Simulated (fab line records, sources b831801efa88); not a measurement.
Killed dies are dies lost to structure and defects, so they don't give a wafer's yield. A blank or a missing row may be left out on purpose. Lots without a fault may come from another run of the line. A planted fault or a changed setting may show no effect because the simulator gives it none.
Problem report in the 8D (eight disciplines) form, filled by code | flow gf180mcu | the parts of the form that need people (team, actions taken, sign-off) are left out

1. THE PROBLEM
time_to_endpoint_s at GF_V3_CMP_04 reads a mean of 29 s on 2 wafers of 2 lots; wafers without a fault read 83 s with a standard deviation of 4.7. That is -11 standard deviations from the usual mean.
The step: polishes SiO2.
First seen on wafer L592.4, day 26 17:34, on cmp-02. The record holds 18 wafers of 6 lots with a number at this step. Rule for "out", or "out of limits": more than 4 standard deviations from the usual mean. The other wafers with a number count as sound.

2. WHAT IT IS AND WHAT IT IS NOT
question                    | is                 | is not
which readings at this step | time_to_endpoint_s | -
which lots                  | L592, L593         | L580, L582, L589, L601
which wafers of those lots  | L592.4, L593.3     | L592.1, L592.2, L593.1, L593.4
read on which tools         | cmp-02             | cmp-01
when                        | from day 26 17:34  | up to then (11 sound wafers); but 5 sound wafers of L593, L601 came after

3. SUSPECTS, AND WHAT RULES EACH OUT
Counting: a tool at a process step up to the reading stays a suspect if it ran every lot that is out. Sound lots after the first of them don't rule it out here, since some wafers of a struck lot are sound.
- cmp-02 at GF_V3_CMP_04 (polishes SiO2): kept. It ran every lot that is out, first L592 (day 26 17:34); its last sound lot up to then is L582 (day 23 07:04). Its own readings are out on those wafers: time_to_endpoint_s.
- Within cmp-02 at GF_V3_CMP_04: the wafers that are out ran in chamber 0; their sound lot-mates ran in chambers 1, 3.
Left after counting: cmp-02 at GF_V3_CMP_04.

4. THE CAUSE (what the simulator had put in)
Process parameter drift: cmp-02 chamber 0, from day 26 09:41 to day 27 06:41, at GF_V3_CMP_04. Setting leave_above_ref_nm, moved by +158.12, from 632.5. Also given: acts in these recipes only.
Counting left only this tool.

5. THE CHAIN OF EFFECTS, in route order
Each row: a reading whose mean over the struck wafers that have a number lies more than 3 standard deviations from the usual. Only readings for which the record gives a usual standard deviation are gone through. hours: the time from each lot's start at the first step in this table that gives one to its start at this step, as a median over the lots. sigmas: the change in usual standard deviations.
hours | step                    | reading              | usual      | on struck wafers | change | sigmas
0     | GF_V3_CMP_04            | time_to_endpoint_s   | 83 s       | 29               | -54    | -11
-     | GF_V3_ETCH_17           | oes_product_au       | 0.856 a.u. | 0.970            | +0.114 | +29
159   | GF_PASSIVATION_PROBE_99 | defect_limited_yield | 90.5 %     | 82.1             | -8.4   | -5.6
159   | GF_PASSIVATION_PROBE_99 | killed_at_M0_to_M3   | 20         | 50               | +30    | +6.4
159   | GF_PASSIVATION_PROBE_99 | killed_dies          | 47         | 88               | +41    | +5.6
The process steps in it:
- GF_V3_CMP_04: polishes SiO2.
- GF_V3_ETCH_17: etches SiO2 in C4F8/O2/Ar, stops on TiN, target depth 635 nm.
- GF_PASSIVATION_PROBE_99
Later measuring or inspecting steps at which every struck wafer that the step has a row for has a number for every such reading, and none has moved that far: GF_V3_BOW_MEAS_05, GF_V3_CD_MEAS_14, GF_V3_OVL_MEAS_15, GF_V3_RS_MEAS_24, GF_V3_THK_MEAS_25.

6. WHAT WOULD HAVE CAUGHT IT SOONER
In this record the first reading out of limits was taken at day 26 17:34, 8 hours after the fault began at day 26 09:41.
